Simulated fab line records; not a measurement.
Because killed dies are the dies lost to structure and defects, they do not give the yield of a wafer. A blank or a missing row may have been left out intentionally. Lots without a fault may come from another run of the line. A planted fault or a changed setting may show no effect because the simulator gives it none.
Struck lot and sound lot, side by side	flow sky130	38 out of 708 route steps
Sound: these wafers, L188.2, L188.4, L188.6. Wafers struck: L189.2, L189.3, L189.4. The cause is named last.
Order at every step that has rows: each side's tool, ch and its chambers, its first start. Under that, the readings that differ: sound wafers	struck wafers	difference of the means	sigmas: that difference in standard deviations of wafers without a fault.
alike: same words and numbers on both sides, and readings whose means sit less than 2 such deviations apart. not compared: any withheld reading, any reading some wafer has no value for, any bound like >300 that may hide the same value, and any number with overlapping values for which the record gives no deviation.
A row with sigmas, a row that says differs or no value, or rows on one side alone: a step with any of these is where the two part. Numbers that have no deviation but don't overlap get no sigmas and don't part them. A reading missing from all wafers of one side parts the sides only when that side holds two or more wafers.

first, 10 steps without rows for these wafers: SKY_VIA4_STRIP_14 (strips in post etch residue remover, time 1200 s); SKY_VIA4_CLEAN_15 (cleans in IPA, time 180 s); SKY_VIA4_CLEAN_16 (cleans in O3/DIW); SKY_VIA4_SPUTTER_17 (material TiN, target thk 20 nm, time 80 s); SKY_VIA4_CVD_18 (deposits W, target thk 505 nm, time 152.14 s); SKY_VIA4_CMP_21 (polishes, stops on SiO2, t overpolish 25 s, target thk 0 nm); SKY_METAL5_SPUTTER_00 (material Ti, target thk 15 nm, time 10 s); SKY_METAL5_SPUTTER_01 (material TiN, target thk 20 nm, time 16.7 s); SKY_METAL5_SPUTTER_02 (material AlCu, target thk 1150 nm, time 61.2 s); SKY_METAL5_SPUTTER_03 (material Ti, target thk 5 nm, time 3.3 s).
SKY_METAL5_SPUTTER_04: material TiN, target thk 70 nm, time 58.3 s.
  sound on pvd-sputter-03, day 45 09:36; struck on pvd-sputter-02, day 45 15:43
reading	sound	struck	difference	sigmas
model.TiN_of_METAL5_SPUTTER_04.thk-nm (nm)	71.17 70.41 70.67	104.9 105 104	+33.9	
  alike: throttle-valve-pct
SKY_METAL5_THK_MEAS_06: measures by xrf.
  sound on film-metro-02, day 45 09:47; struck on film-metro-03, day 45 15:53
reading	sound	struck	difference	sigmas
METAL5_ALCU_THK (nm)	1123 1129 1137	1045 1057 1044	-81	-6
then, 10 steps without rows for these wafers: SKY_METAL5_DEHYDRATE_07 (time 60 s); SKY_METAL5_HMDS_08 (prime time 60 s); SKY_METAL5_COAT_09 (resist thk 1800 nm); SKY_METAL5_SOFTBAKE_10 (time 60 s); SKY_METAL5_EXPOSE_11 (exposes mask MM5, target cd 1600 nm); SKY_METAL5_PEB_12; SKY_METAL5_DEVELOP_13 (develop time 60 s); SKY_METAL5_DESCUM_14 (chemistry O2, time 11 s); SKY_METAL5_METAL_ETCH_15 (etches the open film in Cl2/BCl3, stops on SiO2, target depth 1260 nm, time 252 s); SKY_METAL5_STRIP_16 (strips in O2/N2).
SKY_METAL5_STRIP_17: strips in post etch residue remover, time 1200 s.
  sound on wet-bench-01 ch 3, day 46 06:06; struck on wet-bench-01 ch 3, day 46 12:22
reading	sound	struck	difference	sigmas
model.TiN_of_METAL5_SPUTTER_04.thk-nm (nm)	70.75 69.99 70.25	104.5 104.5 103.5	+33.8	
  alike: bath-guard-temp-C
then, 11 steps without rows for these wafers: SKY_METAL5_CLEAN_18 (cleans in IPA, time 180 s); SKY_METAL5_CLEAN_19 (cleans in O3/DIW); SKY_PASSIVATION_CVD_00 (deposits SiO2, target thk 90 nm); SKY_PASSIVATION_CVD_02 (deposits Si3N4, target thk 540 nm); SKY_PASSIVATION_DEHYDRATE_04 (time 60 s); SKY_PASSIVATION_HMDS_05 (prime time 60 s); SKY_PASSIVATION_COAT_06 (resist thk 3000 nm); SKY_PASSIVATION_SOFTBAKE_07; SKY_PASSIVATION_EXPOSE_08 (exposes mask NSM, target cd 3000 nm); SKY_PASSIVATION_PEB_09; SKY_PASSIVATION_DEVELOP_10 (develop time 60 s).
SKY_PASSIVATION_ETCH_11: etches the open film in CF4/O2, stops on AlCu, target depth 725 nm, time 161.1 s.
  sound on rie-diel-04 ch 0,1, day 47 02:47; struck on rie-diel-04 ch 0,1,3, day 47 09:17
reading	sound	struck	difference	sigmas
oes-product-au (a.u.)	0.977 0.968 0.971	0.994 0.989 1.004	+0.024	+4
model.PASSIVATION.feature-depth-nm (nm)	700.5 704.3 699	726.9 726.7 724.3	+24.7	
  alike: drypump-motor-current-A, throttle-valve-pct
  not compared: rf-hours-counter-h
then, 2 steps without rows for these wafers: SKY_PASSIVATION_STRIP_12 (strips in O2/N2); SKY_PAD_OPEN_DEHYDRATE_00 (time 60 s).
SKY_PAD_OPEN_ETCH_07: etches the open film in CF4/O2, stops on AlCu, target depth 725 nm, time 161.1 s.
  sound on rie-diel-02 ch 0,3, day 47 22:20; struck on rie-diel-03 ch 1,2,3, day 48 03:44
reading	sound	struck	difference	sigmas
oes-product-au (a.u.)	0.973 0.981 0.970	1.002 1.013 1.002	+0.031	+5
model.PAD_OPEN.feature-depth-nm (nm)	700.5 704.3 699	730.4 734.3 727.4	+29.4	
  alike: drypump-motor-current-A, throttle-valve-pct
  not compared: rf-hours-counter-h

== WHERE THEY PART ==
Last at SKY_PAD_OPEN_ETCH_07 as far as this record goes, first at SKY_METAL5_THK_MEAS_06.

WHY: the cause the simulator had injected
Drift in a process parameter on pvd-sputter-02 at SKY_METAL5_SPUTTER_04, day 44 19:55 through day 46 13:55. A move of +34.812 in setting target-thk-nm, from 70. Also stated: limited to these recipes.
